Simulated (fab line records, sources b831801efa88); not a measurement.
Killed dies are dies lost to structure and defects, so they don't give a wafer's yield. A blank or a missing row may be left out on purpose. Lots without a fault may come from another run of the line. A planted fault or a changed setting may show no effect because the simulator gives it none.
fab line records | flow sky130
record lots=11 wafers=33 last_day=50
route steps=708 shown POLY_CUT@318 METAL1@435 VIA1@470 METAL2@502 PAD_OPEN@708
lots that met no fault: from a run of the same line without faults
start_h: hours from the record's first day to the start of the lot's first wafer shown | wait_h: hours since the lot's step before | " the same as in the row above | L1.1+2: a row that stands for several wafers | - no value, or no start given | * or withheld: withheld | < > ~ a bound
route shown NAME@n: a module of which the file shows steps, and the number in the route of the first | usual: mean/standard deviation of fault-free wafers | same: alike in all rows | chamber/n: place in a boat | sites: the reading at each site | _std_site: their standard deviation | _edge_site: outer sites' mean less inner sites' | radius_mm: how far each site lies from the wafer's centre | mask NAME#n: copy n | behind: the tool/chamber that last shaped the wafer | hold: why the lot was held/for how many hours/how that ended | device: the transistor (n, p or np) that didn't switch | end of line: the same wafers' tests at the end of the route | a step without rows: its recipe alone | killed: dies lost to structure and defects at the first sort, not the wafer's yield | map: a wafer's dies, x killed, . not, _ none there
set.NAME: the setting as run; set.NAME@STEP: as run at that earlier step | model.NAME: the simulator's own value behind a step, which no gauge read
steps of the route over a sample of lots; a table a step, a row a wafer
services: from which hour (start_h, from the record's first day; less than 0 if before it) a tool's chamber was out of use, for how many hours, and why
## steps
# step SKY_POLY_CUT_ETCH_11
# recipe target=Si3N4 chemistry=CF4/CH2F2/Ar stop_on=poly-Si source_w=600 bias_w=150 pressure_mtorr=40 cf4_flow_sccm=40 ch2f2_flow_sccm=20 Ar_flow_sccm=150 time_s=42.5 target_depth_a=600
# usual bias_w=150.0/0.4 drypump_motor_current_A=5.7/0.41 oes_product_au=0.828/0.0068 rf_fwd_power_W=593.7/2.6 throttle_valve_pct=14.994/0.009
# columns lot.wafer tool chamber start_h wait_h bias_w drypump_motor_current_A oes_product_au rf_fwd_power_W rf_hours_counter_h throttle_valve_pct
L394.1 rie_diel-02 1 566.22 0.0 148.7 5.4 0.828 590.9 2 15.001
L394.2 " 3 " " 149.7 5.3 0.823 593.8 1 14.977
L394.6 " 3 " " 150.1 5.3 0.831 596.7 - 15.004
L397.1 rie_diel-02 1 600.23 0.0 150.1 5.3 0.824 590.5 3 14.997
L397.3 " 0 " " 149.8 6.3 0.822 589.1 8 14.987
L397.6 " 3 " " 149.7 5.3 0.816 597.1 - 14.994
L398.3 rie_diel-02 0 609.56 0.0 150.7 6.3 0.835 592.5 8 15.005
L398.4 " 2 " " 149.5 5.9 0.827 595.4 43 14.994
L398.6 " 1 " " 149.9 5.3 0.824 590.2 - 15.013
L403.2 rie_diel-01 0 636.27 0.0 149.5 5.1 0.826 592.3 5 14.991
L403.3 " 3 " " 149.4 5.2 0.836 594.2 1 15.006
L403.5 " 1 " " 150.0 5.6 0.823 594.8 - 15.003
L404.1 rie_diel-02 0 657.77 0.0 150.2 6.3 0.810 592.2 9 15.008
L404.4 " 3 " " 150.0 5.3 0.819 596.6 3 14.995
L404.6 " 2 " " 151.1 5.9 0.824 595.8 - 15.001
L405.2 rie_diel-02 0 665.92 0.0 150.5 6.3 0.814 593.5 9 14.995
L405.3 " 1 " " 150.1 5.3 0.843 588.3 4 14.996
L405.4 " 2 " " 150.4 5.9 0.815 596.2 44 14.991
L406.1 rie_diel-02 0 672.57 0.0 150.2 6.3 0.824 592.9 9 14.976
L406.3 " 1 " " 150.0 5.3 0.823 590.9 5 14.982
L406.4 " 0 " " 150.5 6.3 0.831 595.6 - 14.989
L411.1 rie_diel-02 1 707.67 0.0 150.3 5.4 0.827 588.7 5 15.004
L411.4 " 3 " " 150.4 5.3 0.835 598.8 4 14.995
L411.5 " 0 " " 149.2 6.3 0.830 593.5 - 14.992
L412.3 rie_diel-02 1 715.17 0.0 150.4 5.3 0.830 590.1 6 14.986
L412.4 " 0 " " 149.2 6.3 0.818 589.2 10 15.005
L412.5 " 2 " " 150.0 5.9 0.831 597.3 - 14.997
L414.1 rie_diel-02 2 731.57 0.0 149.8 6.0 0.826 597.1 46 14.987
L414.3 " 3 " " 150.4 5.3 0.832 595.8 5 15.001
L414.6 " 0 " " 149.6 6.3 0.831 595.0 - 15.003
L416.1 rie_diel-04 3 741.57 0.0 150.0 5.8 0.837 596.1 30 14.990
L416.3 " 0 " " 149.5 5.9 0.838 592.2 9 14.992
L416.6 " 2 " " 150.0 5.4 0.838 586.9 - 15.000
# step SKY_METAL1_SPUTTER_01
# recipe material=TiN target_thk_nm=20 power_w=6500 time_s=16.7 chamber_pressure_pa=0.4
# usual throttle_valve_pct=30.2/0.7
# columns lot.wafer tool chamber start_h wait_h throttle_valve_pct
L394.1 pvd_sputter-01 - 744.08 0.0 28.8
L394.2 " - " " 30.6
L394.6 " - " " 30.8
L397.1 pvd_sputter-03 - 777.89 0.0 29.8
L397.3 " - " " 29.6
L397.6 " - " " 29.4
L398.3 pvd_sputter-04 - 785.09 0.0 30.1
L398.4 " - " " 30.9
L398.6 " - " " 29.7
L403.2 pvd_sputter-03 - 807.93 0.0 29.8
L403.3 " - " " 30.3
L403.5 " - " " 30.2
L404.1 pvd_sputter-03 - 828.79 0.0 30.2
L404.4 " - " " 29.3
L404.6 " - " " 30.3
L405.2 pvd_sputter-03 - 836.68 0.0 29.6
L405.3 " - " " 29.4
L405.4 " - " " 30.3
L406.1 pvd_sputter-04 - 842.78 0.0 31.1
L406.3 " - " " 31.1
L406.4 " - " " 31.0
L411.1 pvd_sputter-01 - 875.17 0.0 30.8
L411.4 " - " " 28.6
L411.5 " - " " 28.5
L412.3 pvd_sputter-03 - 882.27 0.0 29.9
L412.4 " - " " 30.2
L412.5 " - " " 29.6
L414.1 pvd_sputter-01 - 897.67 0.0 29.1
L414.3 " - " " 28.8
L414.6 " - " " 28.7
L416.1 pvd_sputter-03 - 907.23 0.0 29.5
L416.3 " - " " 29.6
L416.6 " - " " 30.2
# step SKY_VIA1_CD_MEAS_12
# recipe target_cd_nm=150
# usual cd_nm=149.5/1.8
# columns lot.wafer tool chamber start_h wait_h cd_nm
L394.1 cd_sem-02 - 798.77 - 148.6
L394.2 " - " " 147.8
L394.6 " - " " 149.5
L397.1 cd_sem-02 - 832.57 - 151.0
L397.3 " - " " 151.6
L397.6 " - " " 153.7
L398.3 cd_sem-01 - 839.26 - 149.2
L398.4 " - " " 150.2
L398.6 " - " " 149.0
L403.2 cd_sem-02 - 862.10 - 148.8
L403.3 " - " " 148.4
L403.5 " - " " 149.5
L404.1 cd_sem-02 - 882.17 - 150.7
L404.4 " - " " 149.1
L404.6 " - " " 148.9
L405.2 cd_sem-02 - 891.03 - 151.6
L405.3 " - " " 151.6
L405.4 " - " " 150.9
L406.1 cd_sem-02 - 896.51 - 148.7
L406.3 " - " " 149.2
L406.4 " - " " 148.6
L411.1 cd_sem-01 - 926.12 - 150.4
L411.4 " - " " 149.7
L411.5 " - " " 151.2
L412.3 cd_sem-01 - 934.31 - 149.0
L412.4 " - " " 151.6
L412.5 " - " " 150.4
L414.1 cd_sem-02 - 948.03 - 148.1
L414.3 " - " " 148.7
L414.6 " - " " 146.5
L416.1 cd_sem-02 - 957.92 - 148.1
L416.3 " - " " 147.8
L416.6 " - " " 148.5
# step SKY_METAL2_METAL_ETCH_19
# recipe target_depth_a=3600 stop_on=SiO2 over_etch_frac=0.3 time_s=78 chemistry=Cl2/BCl3 resist_sidewall_deg=88 pressure_mtorr=10 icp_w=900 bias_w=48.5 Cl2_flow_sccm=60 bcl3_flow_sccm=30
# usual bias_w=48.48/0.13 drypump_motor_current_A=5.5/0.31 oes_product_au=0.853/0.0063 rf_fwd_power_W=893/3.4 throttle_valve_pct=22.264/0.0082
# columns lot.wafer tool chamber start_h wait_h bias_w drypump_motor_current_A oes_product_au rf_fwd_power_W rf_hours_counter_h throttle_valve_pct
L394.1 rie_metal-04 0 827.02 0.0 48.27 5.5 0.853 892 17 22.268
L394.2 " 1 " " 48.45 5.5 0.854 904 16 22.248
L394.6 " 0 " " 48.49 5.5 0.843 895 - 22.256
L397.1 rie_metal-04 1 860.62 0.1 48.59 5.5 0.863 894 17 22.276
L397.3 " 1 " " 48.38 5.4 0.846 896 - 22.252
L397.6 " 1 " " 48.46 5.4 0.853 895 - 22.264
L398.3 rie_metal-02 0 866.71 0.1 48.66 5.7 0.855 885 - 22.270
L398.4 " 1 " " 48.46 5.3 0.851 891 - 22.259
L398.6 " 0 " " 48.50 5.7 0.862 887 - 22.283
L403.2 rie_metal-04 0 890.09 0.0 48.56 5.5 0.865 895 1 22.282
L403.3 " 0 " " 48.53 5.5 0.857 894 - 22.266
L403.5 " 1 " " 48.58 5.5 0.855 899 - 22.265
L404.1 rie_metal-04 0 909.52 0.1 48.38 5.5 0.857 899 2 22.267
L404.4 " 0 " " 48.25 5.5 0.863 894 - 22.254
L404.6 " 0 " " 48.50 5.5 0.849 895 - 22.263
L405.2 rie_metal-04 1 918.44 0.0 48.53 5.5 0.850 894 0 22.250
L405.3 " 1 " " 48.62 5.5 0.857 896 - 22.263
L405.4 " 0 " " 48.45 5.5 0.849 896 - 22.269
L406.1 rie_metal-04 1 922.79 0.0 48.56 5.5 0.857 895 0 22.257
L406.3 " 1 " " 48.59 5.5 0.850 899 - 22.266
L406.4 " 0 " " 48.23 5.5 0.853 894 - 22.280
L411.1 rie_metal-04 0 953.04 0.0 48.69 5.5 0.850 896 4 22.277
L411.4 " 0 " " 48.49 5.5 0.851 897 - 22.252
L411.5 " 0 " " 48.42 5.5 0.843 893 - 22.276
L412.3 rie_metal-01 1 960.31 0.1 48.33 5.0 0.850 893 - 22.272
L412.4 " 0 " " 48.21 6.2 0.848 892 - 22.261
L412.5 " 0 " " 48.39 6.2 0.842 889 - 22.265
L414.1 rie_metal-04 1 973.62 0.0 48.62 5.5 0.839 898 3 22.269
L414.3 " 0 " " 48.42 5.5 0.847 897 - 22.266
L414.6 " 1 " " 48.43 5.5 0.841 895 - 22.272
L416.1 rie_metal-04 1 983.77 0.0 48.48 5.5 0.843 895 4 22.265
L416.3 " 1 " " 48.54 5.4 0.851 901 - 22.258
L416.6 " 1 " " 48.36 5.5 0.858 895 - 22.268
# step SKY_METAL2_STRIP_20
# recipe chemistry=O2/N2 power_w=1400 pressure_mtorr=1500 platen_temp_c=withheld o2_flow_sccm=3000 n2_flow_sccm=300 overash_fraction=0.5
# usual drypump_motor_current_A=5.98/0.24 n2_flow_sccm=299.9/0.91 oes_product_au=0.343/0.0049 strip_time_to_endpoint_s=2.68/0.058
# columns lot.wafer tool chamber start_h wait_h drypump_motor_current_A n2_flow_sccm oes_product_au rf_hours_counter_h strip_time_to_endpoint_s
L394.1 plasma_asher-04 1 827.11 0.1 5.63 298.4 0.347 73 2.70
L394.2 " 0 " " 6.07 299.3 0.343 73 2.66
L394.6 " 1 " " 5.62 299.1 0.343 - 2.72
L397.1 plasma_asher-03 1 860.80 0.1 5.51 300.2 0.346 43 2.65
L397.3 " 1 " " 5.52 298.9 0.335 - 2.65
L397.6 " 0 " " 6.17 299.6 0.336 - 2.60
L398.3 plasma_asher-04 1 866.80 0.1 5.70 300.8 0.347 - 2.64
L398.4 " 0 " " 6.09 299.5 0.349 - 2.77
L398.6 " 0 " " 6.09 299.8 0.342 - 2.61
L403.2 plasma_asher-02 0 890.18 0.1 5.98 301.4 0.350 16 2.71
L403.3 " 0 " " 6.00 300.3 0.341 - 2.70
L403.5 " 1 " " 6.23 298.0 0.342 - 2.61
L404.1 plasma_asher-02 0 909.70 0.1 5.99 300.0 0.346 18 2.73
L404.4 " 1 " " 6.25 301.0 0.346 - 2.74
L404.6 " 1 " " 6.25 300.2 0.341 - 2.70
L405.2 plasma_asher-02 1 918.53 0.1 6.24 300.3 0.340 19 2.62
L405.3 " 0 " " 5.99 298.8 0.345 - 2.64
L405.4 " 1 " " 6.25 299.9 0.341 - 2.74
L406.1 plasma_asher-02 1 922.88 0.1 6.25 302.1 0.339 19 2.65
L406.3 " 1 " " 6.23 301.2 0.342 - 2.66
L406.4 " 0 " " 6.01 300.3 0.346 - 2.73
L411.1 plasma_asher-04 1 953.13 0.1 5.64 299.6 0.348 86 2.70
L411.4 " 0 " " 6.09 300.5 0.344 - 2.71
L411.5 " 1 " " 5.63 299.7 0.346 - 2.73
L412.3 plasma_asher-03 1 960.40 0.1 5.52 300.9 0.347 - 2.71
L412.4 " 0 " " 6.16 300.7 0.339 - 2.67
L412.5 " 0 " " 6.15 300.5 0.343 - 2.65
L414.1 plasma_asher-02 0 973.71 0.1 5.98 299.1 0.332 26 2.59
L414.3 " 1 " " 6.25 299.2 0.352 - 2.76
L414.6 " 0 " " 6.01 300.2 0.363 - 3.22
L416.1 plasma_asher-04 1 983.86 0.1 5.67 298.5 0.342 89 2.61
L416.3 " 1 " " 5.65 300.0 0.333 - 2.61
L416.6 " 0 " " 6.08 299.5 0.359 - 3.20
# step SKY_PAD_OPEN_PROBE_99
# usual defect_limited_yield=82.5/1.7 killed_at_M0_to_M3=42/6.1 killed_at_M4_up=3.1/1.7 killed_at_contacts=24/5.5 killed_at_front_end=16/4.1 killed_at_other=0.3/0.57 killed_dies=86/8.2 killed_open=47/6.8 killed_short=38/5.8
# same gross_dies=492 killed_at_back_side=0
# columns lot.wafer tool chamber start_h wait_h defect_limited_yield[%] killed_at_M0_to_M3 killed_at_M4_up killed_at_contacts killed_at_front_end killed_at_other killed_dies killed_open killed_short
L406.1 prober-01 - 1153.74 0.1 84.1 30 4 29 15 0 78 43 35
L406.3 prober-01 - 1153.84 0.2 83.9 32 7 28 12 0 79 49 30
L406.4 prober-01 - 1153.89 0.2 81.7 44 4 26 15 1 90 50 40
L414.6 prober-01 - 1190.15 0.2 80.1 50 2 36 8 2 98 49 44
# killed by level:class
L406.1 VIA1:geometric_particle:open=11 CONTACT:geometric_particle:open=10 LI_CONTACT:geometric_particle:open=8 METAL2:geometric_particle:short=6 CONTACT:geometric_particle:short=5 POLY_GATE:geometric_particle:open=4 POLY_GATE:geometric_particle:short=4 LOCAL_INTERCONNECT:geometric_particle:short=4
L406.3 LI_CONTACT:geometric_particle:open=9 CONTACT:geometric_particle:open=9 VIA2:geometric_particle:open=9 METAL4:geometric_particle:short=5 FIELD_ISO:geometric_particle:short=4 FIELD_ISO:geometric_particle:open=4 LOCAL_INTERCONNECT:geometric_particle:short=4 METAL1:geometric_particle:short=4
L406.4 VIA1:geometric_particle:open=10 CONTACT:geometric_particle:open=8 LI_CONTACT:geometric_particle:open=7 METAL2:geometric_particle:short=7 METAL1:geometric_particle:short=6 FIELD_ISO:geometric_particle:open=5 VIA3:geometric_particle:open=5 LOCAL_INTERCONNECT:geometric_particle:short=5
L414.6 CONTACT:geometric_particle:open=14 LI_CONTACT:geometric_particle:open=10 VIA3:geometric_particle:open=9 METAL1:geometric_particle:short=9 VIA1:geometric_particle:open=7 LOCAL_INTERCONNECT:geometric_particle:short=5 VIA1:geometric_particle:short=5 METAL2:geometric_particle:short=5
## services
# columns tool chamber start_h hours kind
pvd_sputter-03 - 553.03 4.4 repair
plasma_asher-02 - 583.73 2.8 pm
pvd_sputter-03 - 617.35 92.6 repair
rie_diel-02 0 619.52 6.6 repair
rie_metal-04 - 626.17 2.8 pm
rie_metal-04 - 628.92 10.0 pm
pvd_sputter-03 - 634.62 8.5 repair
rie_diel-02 1 646.79 7.3 repair
rie_diel-02 3 671.09 8.4 repair
rie_diel-02 - 675.92 2.8 pm
rie_diel-02 - 684.31 0.2 repair
rie_diel-02 3 688.11 4.3 repair
plasma_asher-02 - 717.47 2.9 repair
rie_diel-02 3 740.71 34.0 repair
rie_diel-02 1 745.64 4.6 repair
rie_diel-02 0 745.66 7.8 repair
pvd_sputter-03 - 771.79 1.0 repair
rie_diel-02 1 824.85 2.2 repair
rie_diel-02 - 907.11 3.1 repair
pvd_sputter-03 - 912.59 0.9 repair
pvd_sputter-03 - 920.81 3.0 repair
rie_diel-02 1 948.66 23.1 repair
rie_diel-02 0 955.90 5.5 repair
pvd_sputter-03 - 981.53 1.4 repair
## key
first_sign step=SKY_METAL2_STRIP_20 reading=strip_time_to_endpoint_s direction=up sigmas=9.1 usual=* struck=*
effect step=SKY_METAL2_STRIP_20 reading=oes_product_au direction=up sigmas=3.7 usual=0.343 struck=0.361
met_at SKY_METAL2_METAL_ETCH_19
struck_lots L414,L416
struck_wafers L414.6,L416.6
sort_left_out L416.6
not_acting_at SKY_POLY_CUT_ETCH_11,SKY_METAL1_SPUTTER_01,SKY_VIA1_CD_MEAS_12
onset_between 953.04 973.62
fault kind=process_parameter_drift tool=rie_metal-04 chamber=- onset_h=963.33 steps=SKY_METAL2_METAL_ETCH_19 channel=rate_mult offset=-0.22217 shape=step end_h=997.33 scope=struck_wafers_only
# sort_left_out: the simulated sort isn't trusted on such a fault, so these wafers' sort isn't shown, and their yield isn't known
